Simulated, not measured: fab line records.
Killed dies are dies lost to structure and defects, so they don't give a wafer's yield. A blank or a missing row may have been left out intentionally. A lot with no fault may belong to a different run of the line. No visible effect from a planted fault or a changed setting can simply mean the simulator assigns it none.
Comparing a struck lot with a sound one + flow gf180mcu + 36 out of 602 route steps
Sound: these wafers, L683.1, L683.3, L683.4. The struck wafers were L674.4, L674.5, L674.6. The cause is given at the end.
Order at every step that has rows: each side's tool, ch and its chambers, its first start. Under that, the readings that differ: sound wafers + struck wafers + difference of the means + sigmas: that difference in standard deviations of wafers without a fault.
alike: a reading whose means differ by less than 2 such deviations, as well as words and numbers matching on both sides. not compared: withheld readings; readings where some wafer has no value; bounds like >300 that might hide an equal value; numbers whose values overlap and for which the record gives no deviation.
Wherever a step has rows on one side only, a row that says differs or no value, or a row with sigmas, the two part there. Numbers that don't overlap but have no deviation are shown without sigmas and don't part them. A reading missing from all wafers of one side parts the sides only when that side holds two or more wafers.

GF_HV_LDD_STRIP_49: strips in O2/N2.
  sound on plasma_asher-01 ch 0,1, day 17 20:44; struck on plasma_asher-04 ch 0,1, day 14 18:42
| reading                      | sound             | struck            | difference | sigmas |
|------------------------------|-------------------|-------------------|------------|--------|
| strip_time_to_endpoint_s (s) | 12.66 12.66 12.64 | 12.53 12.55 12.54 | -0.11      | -3     |
  alike: drypump_motor_current_A, heater_power_w, oes_product_au
  not compared: rf_hours_counter_h
GF_HV_LDD_TW_MEAS_50:
  sound: film_metro-04 at day 17 20:50; struck: film_metro-03 at day 14 18:47
  alike: HV_LDD_4_TW
then, 1 step without rows for these wafers: GF_HV_LDD_CLEAN_51 (cleans in SC1/SC2, time 150 s).
GF_HV_LDD_RTA_52: time 10 s.
  sound on rtp_anneal-01 ch 0, day 17 20:56; struck on rtp_anneal-02 ch 0, day 14 18:56
  alike: chamber_o2_ppm, lamp_power_pct, wafer_temp_C_max
GF_HV_LDD_RS_MEAS_53: the measuring method here is four-point-probe.
  sound: film_metro-03 at day 17 21:01; struck: film_metro-02 at day 14 19:04
  alike: HV_LDD_RS
then, 1 step without rows for these wafers: GF_HV_LDD_CVD_54 (deposits SiO2 from TEOS, target thk 10 nm, time 75 s).
GF_HV_LDD_THK_MEAS_55:
  sound: film_metro-02 at day 17 22:09; struck: film_metro-02 at day 14 20:13
  alike: HV_LDD_CVD_54_THK
then, 1 step without rows for these wafers: GF_HV_LDD_CVD_56 (deposits Si3N4 from DCS/NH3, target thk 90 nm, time 1543 s).
GF_HV_LDD_THK_MEAS_57:
  sound: film_metro-02 at day 17 23:38; struck: film_metro-02 at day 14 21:43
  alike: HV_LDD_CVD_56_THK
GF_HV_LDD_ETCHBACK_58: etches Si3N4 in CH3F/O2, stops on SiO2, time 100 s, target depth 90 nm.
  sound on rie_diel-04 ch 1,2,3, day 17 23:42; struck on rie_diel-03 ch 1,2,3, day 14 21:44
  alike: drypump_motor_current_A, oes_product_au, throttle_valve_pct
  not compared: rf_hours_counter_h
then, 2 steps without rows for these wafers: GF_NSD_DEHYDRATE_00 (time 60 s); GF_NSD_HMDS_01 (prime time 60 s).
GF_NSD_COAT_02: resist thk 1000 nm.
  sound on litho_track-03 ch 0, day 18 11:31; struck on litho_track-01, day 15 08:35
  no value came back on the struck wafers for chill_plate_temp_C (C), dispense_pressure_kPa (kPa); on the sound wafers chill_plate_temp_C (C) reads 23.04 23.15 23.03
then, 4 steps without rows for these wafers: GF_NSD_SOFTBAKE_03 (time 60 s); GF_NSD_EXPOSE_04 (exposes mask Nplus, target cd 400 nm); GF_NSD_PEB_05; GF_NSD_DEVELOP_06 (develop time 60 s).
GF_NSD_CD_MEAS_07: target cd 400 nm.
  sound: cd_sem-01 at day 19 00:10; struck: cd_sem-01 at day 15 19:37
| reading    | sound             | struck | difference                    | sigmas |
|------------|-------------------|--------|-------------------------------|--------|
| cd_nm (nm) | 401.2 399.4 399.6 | - - -  | no value on the struck wafers |        |
GF_NSD_OVL_MEAS_08:
  sound: overlay-02 at day 19 00:17; struck: overlay-02 at day 15 19:41
| reading      | sound          | struck | difference                    | sigmas |
|--------------|----------------|--------|-------------------------------|--------|
| NSD_OVL (nm) | -1.6 -4.0 -4.3 | - - -  | no value on the struck wafers |        |
then, 2 steps without rows for these wafers: GF_NSD_IMPLANT_09; GF_NSD_IMPLANT_10.
GF_NSD_STRIP_11: strips in O2/N2.
  sound on plasma_asher-03 ch 0,1, day 19 00:37; struck on plasma_asher-02 ch 0,1, day 15 20:02
  no value came back on the struck wafers for oes_product_au (a.u.), strip_time_to_endpoint_s (s); on the sound wafers oes_product_au (a.u.) reads 0.491 0.488 0.483
  alike: drypump_motor_current_A, heater_power_w
  not compared: rf_hours_counter_h
GF_NSD_TW_MEAS_12:
  sound: film_metro-01 at day 19 00:43; struck: film_metro-01 at day 15 20:08
| reading | sound          | struck         | difference | sigmas |
|---------|----------------|----------------|------------|--------|
| NSD_TW  | 4279 4259 4280 | 4222 4239 4223 | -45        | -2     |
then, 7 steps without rows for these wafers: GF_PSD_DEHYDRATE_00 (time 60 s); GF_PSD_HMDS_01 (prime time 60 s); GF_PSD_COAT_02 (resist thk 1000 nm); GF_PSD_SOFTBAKE_03 (time 60 s); GF_PSD_EXPOSE_04 (exposes mask Pplus, target cd 400 nm); GF_PSD_PEB_05; GF_PSD_DEVELOP_06 (develop time 60 s).
GF_PSD_CD_MEAS_07: target cd 400 nm.
  sound: cd_sem-01 at day 20 00:18; struck: cd_sem-02 at day 16 18:25
  alike: cd_nm
GF_PSD_OVL_MEAS_08:
  sound: overlay-02 at day 20 00:25; struck: overlay-01 at day 16 18:29
  alike: PSD_OVL
after that, 1 step had no rows for these wafers: GF_PSD_IMPLANT_09.
GF_PSD_STRIP_10: strips in O2/N2.
  sound on plasma_asher-03 ch 0,1, day 20 00:37; struck on plasma_asher-03 ch 0,1, day 16 18:41
  alike: drypump_motor_current_A, heater_power_w, oes_product_au, strip_time_to_endpoint_s
  not compared: rf_hours_counter_h
GF_PSD_TW_MEAS_11:
  sound: film_metro-03 at day 20 00:43; struck: film_metro-03 at day 16 18:47
| reading | sound          | struck         | difference | sigmas |
|---------|----------------|----------------|------------|--------|
| PSD_TW  | 3163 3180 3178 | 4289 4269 4278 | +1105      | +65    |
then, 1 step without rows for these wafers: GF_PSD_CLEAN_12 (cleans in SC1/SC2, time 150 s).

## WHERE THEY PART
Last at GF_PSD_TW_MEAS_11 as far as this record goes, first at GF_HV_LDD_STRIP_49.

WHY: what the simulator had put in
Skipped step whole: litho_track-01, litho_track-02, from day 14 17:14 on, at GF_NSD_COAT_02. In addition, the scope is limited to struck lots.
